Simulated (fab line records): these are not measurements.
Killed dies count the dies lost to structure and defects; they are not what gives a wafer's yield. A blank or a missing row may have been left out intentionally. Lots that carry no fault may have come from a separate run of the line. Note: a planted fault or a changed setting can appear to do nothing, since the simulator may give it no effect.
The tool behind it: which one? || flow sfq-line || 15 lots (45 wafers sampled), 1 step of a 325-step route

== WHAT THE GAUGES SHOWED, per wafer ==
No reading from a measuring or inspecting step in the record can be judged against a usual standard deviation.

== WHAT TOOL EACH LOT RAN ON (gives the tool, then ch and the chambers of the sampled wafers, and finally the start) ==
{"lot": "L492", "SFQ_TRILAYER_I0_CMP_CMP_028": "cmp-01 ch 0,1,2, day 8 06:43"}
{"lot": "L493", "SFQ_TRILAYER_I0_CMP_CMP_028": "cmp-01 ch 0,1,3, day 8 10:43"}
{"lot": "L494", "SFQ_TRILAYER_I0_CMP_CMP_028": "cmp-01 ch 0,2,3, day 8 12:43"}
{"lot": "L495", "SFQ_TRILAYER_I0_CMP_CMP_028": "cmp-02 ch 1,2, day 8 16:07"}
{"lot": "L496", "SFQ_TRILAYER_I0_CMP_CMP_028": "cmp-02 ch 2,3, day 9 04:37"}
{"lot": "L497", "SFQ_TRILAYER_I0_CMP_CMP_028": "cmp-01 ch 0,1,2, day 9 09:05"}
{"lot": "L498", "SFQ_TRILAYER_I0_CMP_CMP_028": "cmp-01 ch 1,2,3, day 9 15:05"}
{"lot": "L499", "SFQ_TRILAYER_I0_CMP_CMP_028": "cmp-01 ch 0,1, day 10 00:05"}
{"lot": "L509", "SFQ_TRILAYER_I0_CMP_CMP_028": "cmp-01 ch 0,1,3, day 12 18:25"}
{"lot": "L510", "SFQ_TRILAYER_I0_CMP_CMP_028": "cmp-01 ch 2,3, day 12 22:55"}
{"lot": "L511", "SFQ_TRILAYER_I0_CMP_CMP_028": "cmp-02 ch 1,3, day 13 05:59"}
{"lot": "L512", "SFQ_TRILAYER_I0_CMP_CMP_028": "cmp-02 ch 0,1,3, day 13 18:29"}
{"lot": "L513", "SFQ_TRILAYER_I0_CMP_CMP_028": "cmp-02 ch 0,1,3, day 14 00:29"}
{"lot": "L514", "SFQ_TRILAYER_I0_CMP_CMP_028": "cmp-01 ch 0,1,2, day 14 05:28"}
{"lot": "L515", "SFQ_TRILAYER_I0_CMP_CMP_028": "cmp-02 ch 0,2,3, day 14 09:59"}
- SFQ_TRILAYER_I0_CMP_CMP_028: polishes SiO2.

== WHAT THE TOOLS THEMSELVES READ (means of the sampled wafers that have a number; where no wafer has one, the mark that the record gives instead) ==
SFQ_TRILAYER_I0_CMP_CMP_028. Usual: motor-current-A 10.2 A, standard deviation 0.59; platen-rpm 60.00 rpm, standard deviation 0.048; slurry-filter-dp-kPa 13.50 kPa, standard deviation 0.14; time-to-endpoint-s 215 s, standard deviation 9.
{"lot": "L492", "tool": "cmp-01", "motor-current-A (A)": 10.2, "platen-rpm (rpm)": 59.96, "slurry-filter-dp-kPa (kPa)": 13.42, "time-to-endpoint-s (s)": 208, "flag": ""}
{"lot": "L493", "tool": "cmp-01", "motor-current-A (A)": 10.2, "platen-rpm (rpm)": 59.93, "slurry-filter-dp-kPa (kPa)": 13.32, "time-to-endpoint-s (s)": 213, "flag": ""}
{"lot": "L494", "tool": "cmp-01", "motor-current-A (A)": 10.2, "platen-rpm (rpm)": 59.96, "slurry-filter-dp-kPa (kPa)": 13.63, "time-to-endpoint-s (s)": 214, "flag": ""}
{"lot": "L495", "tool": "cmp-02", "motor-current-A (A)": 9.5, "platen-rpm (rpm)": 59.97, "slurry-filter-dp-kPa (kPa)": 13.51, "time-to-endpoint-s (s)": 214, "flag": ""}
{"lot": "L496", "tool": "cmp-02", "motor-current-A (A)": 9.8, "platen-rpm (rpm)": 59.99, "slurry-filter-dp-kPa (kPa)": 13.43, "time-to-endpoint-s (s)": 213, "flag": ""}
{"lot": "L497", "tool": "cmp-01", "motor-current-A (A)": 10.1, "platen-rpm (rpm)": 66.01, "slurry-filter-dp-kPa (kPa)": 13.56, "time-to-endpoint-s (s)": 201, "flag": "OFF"}
{"lot": "L498", "tool": "cmp-01", "motor-current-A (A)": 10.9, "platen-rpm (rpm)": 65.97, "slurry-filter-dp-kPa (kPa)": 13.61, "time-to-endpoint-s (s)": 195, "flag": "OFF"}
{"lot": "L499", "tool": "cmp-01", "motor-current-A (A)": 10.5, "platen-rpm (rpm)": 65.95, "slurry-filter-dp-kPa (kPa)": 13.57, "time-to-endpoint-s (s)": 189, "flag": "OFF"}
{"lot": "L509", "tool": "cmp-01", "motor-current-A (A)": 10.6, "platen-rpm (rpm)": 60.06, "slurry-filter-dp-kPa (kPa)": 13.48, "time-to-endpoint-s (s)": 217, "flag": ""}
{"lot": "L510", "tool": "cmp-01", "motor-current-A (A)": 10.9, "platen-rpm (rpm)": 60.01, "slurry-filter-dp-kPa (kPa)": 13.57, "time-to-endpoint-s (s)": 220, "flag": ""}
{"lot": "L511", "tool": "cmp-02", "motor-current-A (A)": 10.2, "platen-rpm (rpm)": 59.99, "slurry-filter-dp-kPa (kPa)": 13.56, "time-to-endpoint-s (s)": 220, "flag": ""}
{"lot": "L512", "tool": "cmp-02", "motor-current-A (A)": 10.2, "platen-rpm (rpm)": 59.98, "slurry-filter-dp-kPa (kPa)": 13.42, "time-to-endpoint-s (s)": 211, "flag": ""}
{"lot": "L513", "tool": "cmp-02", "motor-current-A (A)": 9.4, "platen-rpm (rpm)": 60.00, "slurry-filter-dp-kPa (kPa)": 13.61, "time-to-endpoint-s (s)": 220, "flag": ""}
{"lot": "L514", "tool": "cmp-01", "motor-current-A (A)": 10.5, "platen-rpm (rpm)": 59.97, "slurry-filter-dp-kPa (kPa)": 13.58, "time-to-endpoint-s (s)": 217, "flag": ""}
{"lot": "L515", "tool": "cmp-02", "motor-current-A (A)": 9.4, "platen-rpm (rpm)": 59.98, "slurry-filter-dp-kPa (kPa)": 13.44, "time-to-endpoint-s (s)": 213, "flag": ""}

== THE ANSWER, worked out from the rows above alone ==
Rule: a lot counts as off when the mean over its wafers that have a number is more than 3 standard deviations away from the usual mean. A lot without any number at a reading at which 4 lots or more have one is off too. The other lots that the step has rows for count as sound. First the gauges in route order, then the tools' own readings, where a lot's mean is used as printed above. The first step at which some lot is off is used, and at that step the reading that is off furthest; a lot without a number counts as furthest.
Off: L497, L498, L499, at SFQ_TRILAYER_I0_CMP_CMP_028 (platen-rpm).
A tool fits if, at that step or a process step before it, it ran every lot that is off, and no sound lot after the first of them. Not one of the candidates tried fits.

== WHAT THE SIMULATOR HAD PUT IN ==
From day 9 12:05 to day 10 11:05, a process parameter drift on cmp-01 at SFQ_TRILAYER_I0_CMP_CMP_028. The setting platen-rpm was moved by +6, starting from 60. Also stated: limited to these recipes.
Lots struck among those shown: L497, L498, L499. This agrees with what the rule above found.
